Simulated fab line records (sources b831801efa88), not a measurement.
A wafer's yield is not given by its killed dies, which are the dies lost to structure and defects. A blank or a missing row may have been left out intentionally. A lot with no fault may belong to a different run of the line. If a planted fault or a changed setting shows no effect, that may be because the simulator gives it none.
Matching of chambers :: flow gf180mcu :: GF_V1_ETCH_16 on rie-diel-02: 4 sister chambers
The step etches BARC in N2/H2. 27 wafers are shown with their chamber, then 12 later ones without.

== WAFERS, EACH WITH ITS CHAMBER ==
wafer: L074.2
chamber: 1
throttle-valve-pct (%): 13.239
oes-product-au (a.u.): 0.859

wafer: L074.3
chamber: 0
throttle-valve-pct (%): 13.218
oes-product-au (a.u.): 0.853

wafer: L074.5
chamber: 0
throttle-valve-pct (%): 13.212
oes-product-au (a.u.): 0.846

wafer: L077.1
chamber: 3
throttle-valve-pct (%): 13.207
oes-product-au (a.u.): 0.861

wafer: L077.2
chamber: 0
throttle-valve-pct (%): 13.207
oes-product-au (a.u.): 0.853

wafer: L077.3
chamber: 2
throttle-valve-pct (%): 13.233
oes-product-au (a.u.): 0.852

wafer: L078.1
chamber: 3
throttle-valve-pct (%): 13.221
oes-product-au (a.u.): 0.862

wafer: L078.2
chamber: 2
throttle-valve-pct (%): 13.240
oes-product-au (a.u.): 0.848

wafer: L078.3
chamber: 0
throttle-valve-pct (%): 13.223
oes-product-au (a.u.): 0.861

wafer: L082.1
chamber: 3
throttle-valve-pct (%): 13.229
oes-product-au (a.u.): 0.850

wafer: L082.2
chamber: 1
throttle-valve-pct (%): 13.213
oes-product-au (a.u.): 0.851

wafer: L082.3
chamber: 0
throttle-valve-pct (%): 13.210
oes-product-au (a.u.): 0.857

wafer: L082.4
chamber: 2
throttle-valve-pct (%): 13.233
oes-product-au (a.u.): 0.851

wafer: L082.5
chamber: 1
throttle-valve-pct (%): 13.222
oes-product-au (a.u.): 0.857

wafer: L082.6
chamber: 2
throttle-valve-pct (%): 13.219
oes-product-au (a.u.): 0.853

wafer: L083.1
chamber: 3
throttle-valve-pct (%): 13.228
oes-product-au (a.u.): 0.855

wafer: L083.3
chamber: 2
throttle-valve-pct (%): 13.215
oes-product-au (a.u.): 0.856

wafer: L083.6
chamber: 2
throttle-valve-pct (%): 13.241
oes-product-au (a.u.): 0.855

wafer: L086.1
chamber: 2
throttle-valve-pct (%): 13.224
oes-product-au (a.u.): 0.857

wafer: L086.3
chamber: 3
throttle-valve-pct (%): 13.224
oes-product-au (a.u.): 0.856

wafer: L086.6
chamber: 0
throttle-valve-pct (%): 13.220
oes-product-au (a.u.): 0.849

wafer: L087.1
chamber: 2
throttle-valve-pct (%): 13.227
oes-product-au (a.u.): 0.860

wafer: L087.2
chamber: 0
throttle-valve-pct (%): 13.229
oes-product-au (a.u.): 0.859

wafer: L087.3
chamber: 3
throttle-valve-pct (%): 13.217
oes-product-au (a.u.): 0.857

wafer: L087.4
chamber: 1
throttle-valve-pct (%): 13.216
oes-product-au (a.u.): 0.853

wafer: L087.5
chamber: 3
throttle-valve-pct (%): 13.230
oes-product-au (a.u.): 0.860

wafer: L087.6
chamber: 2
throttle-valve-pct (%): 13.218
oes-product-au (a.u.): 0.856

SIGNATURES (means of the wafers above)
reading: throttle-valve-pct
chamber 0: 13.21700
chamber 1: 13.22250
chamber 2: 13.22778
chamber 3: 13.22229
scatter within a chamber: 0.00909

reading: oes-product-au
chamber 0: 0.85400
chamber 1: 0.85500
chamber 2: 0.85422
chamber 3: 0.85729
scatter within a chamber: 0.00428
Rule: a wafer's distance from a chamber is the root of the sum, over the readings, of the square of ((its reading less the chamber's mean) divided by the reading's scatter). The wafer belongs to the nearest chamber; if the next one is less than 2 further off, it can't be placed. The scatter: take each reading less its chamber's mean, square it, sum over the shown wafers, divide by the number of wafers less the number of chambers, and take the root.

== WAFERS WHOSE CHAMBER IS MISSING ==
wafer: L088.3
throttle-valve-pct (%): 13.221
oes-product-au (a.u.): 0.864

wafer: L088.4
throttle-valve-pct (%): 13.235
oes-product-au (a.u.): 0.850

wafer: L088.5
throttle-valve-pct (%): 13.219
oes-product-au (a.u.): 0.855

wafer: L090.3
throttle-valve-pct (%): 13.218
oes-product-au (a.u.): 0.855

wafer: L090.5
throttle-valve-pct (%): 13.228
oes-product-au (a.u.): 0.851

wafer: L090.6
throttle-valve-pct (%): 13.221
oes-product-au (a.u.): 0.849

wafer: L095.2
throttle-valve-pct (%): 13.208
oes-product-au (a.u.): 0.857

wafer: L095.4
throttle-valve-pct (%): 13.227
oes-product-au (a.u.): 0.857

wafer: L095.6
throttle-valve-pct (%): 13.225
oes-product-au (a.u.): 0.853

wafer: L096.3
throttle-valve-pct (%): 13.210
oes-product-au (a.u.): 0.860

wafer: L096.5
throttle-valve-pct (%): 13.222
oes-product-au (a.u.): 0.860

wafer: L096.6
throttle-valve-pct (%): 13.226
oes-product-au (a.u.): 0.859

== WHICH CHAMBER EACH WENT THROUGH ==
wafer: L088.3
from the rows above: can't be placed: 3 or 1 or 0 or 2
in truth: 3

wafer: L088.4
from the rows above: can't be placed: 2 or 1 or 0 or 3
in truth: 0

wafer: L088.5
from the rows above: can't be placed: 0 or 1 or 3 or 2
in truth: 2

wafer: L090.3
from the rows above: can't be placed: 0 or 1 or 3 or 2
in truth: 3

wafer: L090.5
from the rows above: can't be placed: 2 or 1 or 0 or 3
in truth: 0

wafer: L090.6
from the rows above: can't be placed: 0 or 1 or 2 or 3
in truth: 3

wafer: L095.2
from the rows above: can't be placed: 0 or 3 or 1 or 2
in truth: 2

wafer: L095.4
from the rows above: can't be placed: 3 or 2 or 1 or 0
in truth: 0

wafer: L095.6
from the rows above: can't be placed: 2 or 1 or 0 or 3
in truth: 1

wafer: L096.3
from the rows above: can't be placed: 3 or 0 or 1 or 2
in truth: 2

wafer: L096.5
from the rows above: can't be placed: 3 or 1 or 2 or 0
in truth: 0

wafer: L096.6
from the rows above: can't be placed: 3 or 1 or 2 or 0
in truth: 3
Correct placement for 0 of the 12. Not placeable from these rows: 12 (in 12, the candidates include the true chamber). Wrongly placed: 0.
